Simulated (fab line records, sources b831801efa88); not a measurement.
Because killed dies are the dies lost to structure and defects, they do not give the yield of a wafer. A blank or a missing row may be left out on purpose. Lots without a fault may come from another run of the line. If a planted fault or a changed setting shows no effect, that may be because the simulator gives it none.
Chamber matching -- flow sky130 -- 4 sister chambers for SKY_CONTACT_CMP_27 on cmp-02
The step polishes, stops on SiO2, t overpolish 15 s, target thk 0 nm. 7 wafers are shown with their chamber, then 8 later ones without.

## WAFERS, EACH WITH ITS CHAMBER
wafer,chamber,motorCurrentA (A),timeToEndpointS (s)
L238.5,1,11.0,75
L246.5,2,12.8,79
L246.6,3,12.8,85
L245.2,3,12.9,86
L245.5,0,10.6,87
L245.6,1,11.1,73
L247.1,2,12.0,77

## WAFERS WITH NO CHAMBER GIVEN
wafer,motorCurrentA (A),timeToEndpointS (s)
L247.5,10.7,77
L247.6,12.7,74
L249.2,12.7,76
L249.3,10.7,87
L249.4,10.8,75
L250.1,12.0,79
L250.2,12.7,83
L250.3,10.8,89

## WHICH CHAMBER EACH WENT THROUGH
wafer,from the rows above,in truth
L247.5,1,1
L247.6,can't be placed: 2 or 1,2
L249.2,2,2
L249.3,0,0
L249.4,1,1
L250.1,2,2
L250.2,3,3
L250.3,0,0
Placed correctly: 7 of 8. These rows do not allow placing 1 (true chamber among the candidates in 1). Placed wrongly: 0.
How it was worked out, from the rows above alone: a wafer's distance from a chamber is the root of the sum, over the readings, of the square of ((its reading less the chamber's mean) divided by the reading's scatter). If the next closest chamber is less than 2 further off than the closest, the wafer can't be placed; otherwise it belongs to the closest. The mean given for a chamber averages the wafers shown for that chamber. How the scatter is found: for the shown wafers, subtract from each reading the mean of its chamber, square and add these, divide the total by (wafers less chambers), then take the root.
